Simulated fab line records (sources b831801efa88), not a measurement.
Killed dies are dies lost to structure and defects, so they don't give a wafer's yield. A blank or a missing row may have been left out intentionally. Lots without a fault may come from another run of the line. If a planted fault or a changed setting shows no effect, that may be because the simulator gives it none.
The tool behind it: which one? | flow sfq line | 14 lots with 42 wafers sampled at 4 steps, on a route of 325 steps

== WHAT THE GAUGES READ, wafer by wafer ==
SFQ_L0_THK_MEAS_902: measures by xrf. Usual: L0_MONX_KI_THK gives 39.7 nm (standard deviation 0.56).
lot  | measured    | on            | L0_MONX_KI_THK (nm) | flag
L646 | day 1 12:41 | film metro-02 | 39.6 39.6 40.0      |
L649 | day 2 03:42 | film metro-02 | 39.5 39.8 39.4      |
L650 | day 2 08:41 | film metro-02 | 39.8 39.6 39.7      |
L651 | day 2 13:41 | film metro-04 | 40.7 39.6 39.9      |
L652 | day 2 18:41 | film metro-04 | 40.3 41.0 40.3      |
L653 | day 2 23:41 | film metro-02 | 40.5 39.8 39.7      |
L654 | day 3 04:41 | film metro-01 | 38.9 39.2 39.0      |
L660 | day 4 10:42 | film metro-02 | 40.4 39.4 39.6      |
L662 | day 4 20:41 | film metro-02 | 39.9 40.2 39.9      |
L663 | day 5 01:41 | film metro-04 | 39.2 39.2 39.6      |
L665 | day 5 11:41 | film metro-04 | 40.3 40.7 40.4      |
L666 | day 5 16:41 | film metro-04 | 38.9 39.6 39.5      |
L667 | day 5 21:42 | film metro-04 | 39.1 39.9 39.4      |
L669 | day 6 07:41 | film metro-04 | 39.8 39.1 38.8      |

SFQ_I7_BOW_MEAS_946. Usual: I7_BOW gives 9 um (standard deviation 13).
lot  | measured     | on            | I7_BOW (um) | flag
L646 | day 68 13:42 | film metro-01 | -2 -8 -8    |
L649 | day 73 05:29 | film metro-03 | 17 17 13    |
L650 | day 73 07:53 | film metro-02 | 34 12 26    |
L651 | day 73 08:27 | film metro-03 | 9 5 9       |
L652 | day 73 18:39 | film metro-01 | 3 -7 -7     |
L653 | day 73 22:41 | film metro-03 | -9 -13 -7   |
L654 | day 75 05:03 | film metro-01 | 27 18 24    |
L660 | day 76 17:03 | film metro-03 | 22 17 3     |
L662 | day 77 06:32 | film metro-02 | -2 -4 -13   |
L663 | day 77 08:04 | film metro-03 | 3 -1 23     |
L665 | day 78 22:32 | film metro-01 | 27 32 18    |
L666 | day 79 02:36 | film metro-03 | 2 8 8       |
L667 | day 79 17:45 | film metro-02 | -22 -7 -5   |
L669 | day 79 20:52 | film metro-02 | 12 12 7     |

== TOOL THAT RAN EACH LOT (tool first, then ch and the chambers of the sampled wafers, then the start) ==
lot  | SFQ_TRILAYER_M0_STRIP_STRIP_025   | SFQ_TRILAYER_I3_VIA_ETCH_VIA_ETCH_088
L646 | rie metal-01 ch 0,1, day 11 17:37 | rie diel-03 ch 1,3, day 41 21:03
L649 | rie metal-02 ch 0,1, day 12 17:17 | rie diel-03 ch 1,2, day 43 05:27
L650 | rie metal-04 ch 0,1, day 13 00:50 | rie diel-03 ch 0,1,2, day 45 07:51
L651 | rie metal-02 ch 0,1, day 13 04:55 | rie diel-03 ch 0,1,3, day 45 12:39
L652 | rie metal-01 ch 0, day 13 14:41   | rie diel-03 ch 0,1,2, day 45 19:51
L653 | rie metal-04 ch 0,1, day 13 21:13 | rie diel-03 ch 1,2,3, day 46 10:15
L654 | rie metal-04 ch 0,1, day 14 06:49 | rie diel-01 ch 0,1, day 46 21:07
L660 | rie metal-01 ch 0,1, day 16 21:47 | rie diel-03 ch 1,2, day 48 18:43
L662 | rie metal-04 ch 0,1, day 17 13:11 | rie diel-01 ch 1,3, day 49 18:43
L663 | rie metal-04 ch 0,1, day 18 01:11 | rie diel-03 ch 0,3, day 49 20:02
L665 | rie metal-04 ch 0,1, day 19 01:26 | rie diel-03 ch 1,2,3, day 53 04:27
L666 | rie metal-02 ch 1, day 19 07:26   | rie diel-04 ch 0,2,3, day 53 06:39
L667 | rie metal-02 ch 0,1, day 19 18:26 | rie diel-03 ch 1,2,3, day 53 09:03
L669 | rie metal-02 ch 0,1, day 20 12:21 | rie diel-01 ch 0,1,2, day 53 12:39
- SFQ_TRILAYER_M0_STRIP_STRIP_025: strips in O2.
- SFQ_TRILAYER_I3_VIA_ETCH_VIA_ETCH_088: etches SiO2 in CHF3, stops on Nb, target depth 260 nm.

== WHAT THE TOOLS THEMSELVES READ (means of the sampled wafers that have a number; where no wafer has one, the mark that the record gives instead) ==
SFQ_TRILAYER_M0_STRIP_STRIP_025. Usual: drypump motor current A 5.55 A, standard deviation 0.28; he backside leak sccm 3.45 sccm, standard deviation 0.29; oes product au 0.998 a.u., standard deviation 0.015.
lot  | tool         | drypump motor current A (A) | he backside leak sccm (sccm) | oes product au (a.u.) | flag
L646 | rie metal-01 | 5.60                        | 3.25                         | 0.985                 |
L649 | rie metal-02 | 5.73                        | 3.49                         | 0.998                 |
L650 | rie metal-04 | 5.30                        | 3.57                         | 1.012                 |
L651 | rie metal-02 | 5.80                        | 3.34                         | 0.981                 |
L652 | rie metal-01 | 5.34                        | 3.16                         | 0.985                 |
L653 | rie metal-04 | 5.28                        | 3.47                         | 1.016                 |
L654 | rie metal-04 | 5.41                        | 3.54                         | 1.012                 |
L660 | rie metal-01 | 5.84                        | 3.49                         | 0.990                 |
L662 | rie metal-04 | 5.39                        | 3.55                         | 1.008                 |
L663 | rie metal-04 | 5.39                        | 3.56                         | 1.008                 |
L665 | rie metal-04 | 5.29                        | 3.70                         | 1.011                 |
L666 | rie metal-02 | 5.89                        | 3.04                         | 1.001                 |
L667 | rie metal-02 | 5.71                        | 3.65                         | 0.988                 |
L669 | rie metal-02 | 5.72                        | 3.57                         | 0.994                 |

SFQ_TRILAYER_I3_VIA_ETCH_VIA_ETCH_088. Usual: drypump motor current A 5.8 A, standard deviation 0.51; oes product au 0.855 a.u., standard deviation 0.0054; rf fwd power W 498.2 W, standard deviation 1.4.
lot  | tool        | drypump motor current A (A) | oes product au (a.u.) | rf fwd power W (W) | flag
L646 | rie diel-03 | 6.2                         | 0.849                 | 497.6              |
L649 | rie diel-03 | 6.0                         | 0.852                 | 497.3              |
L650 | rie diel-03 | 5.9                         | 0.854                 | 498.8              |
L651 | rie diel-03 | 5.8                         | 0.850                 | 497.4              |
L652 | rie diel-03 | 5.9                         | 0.853                 | 471.5              | OFF
L653 | rie diel-03 | 5.9                         | 0.851                 | 472.9              | OFF
L654 | rie diel-01 | 5.8                         | 0.858                 | 499.0              |
L660 | rie diel-03 | 6.0                         | 0.857                 | 497.7              |
L662 | rie diel-01 | 5.8                         | 0.855                 | 497.3              |
L663 | rie diel-03 | 5.3                         | 0.861                 | 499.0              |
L665 | rie diel-03 | 5.9                         | 0.859                 | 497.0              |
L666 | rie diel-04 | 5.6                         | 0.856                 | 496.7              |
L667 | rie diel-03 | 5.9                         | 0.854                 | 497.9              |
L669 | rie diel-01 | 5.8                         | 0.858                 | 497.8              |

== THE ANSWER, worked out from the rows above alone ==
Rule: a lot is off if the mean of its wafers that have a number lies more than 3 standard deviations from the usual mean. A lot without any number at a reading at which 4 lots or more have one is off too. All remaining lots with rows at the step are treated as sound. Order of review: gauges by route order, followed by the tools' own readings, for which a lot's mean as printed above is used. At the first step where some lot is off, the reading lying furthest off is the one used; lots without a number count as furthest.
Off, at SFQ_TRILAYER_I3_VIA_ETCH_VIA_ETCH_088 on rf fwd power W: L652, L653.
If a tool, at that step or one of the process steps before it, ran each lot that is off and ran no sound lot following the first of them, it fits. None of those tried fits.

== WHAT THE SIMULATOR HAD INSERTED ==
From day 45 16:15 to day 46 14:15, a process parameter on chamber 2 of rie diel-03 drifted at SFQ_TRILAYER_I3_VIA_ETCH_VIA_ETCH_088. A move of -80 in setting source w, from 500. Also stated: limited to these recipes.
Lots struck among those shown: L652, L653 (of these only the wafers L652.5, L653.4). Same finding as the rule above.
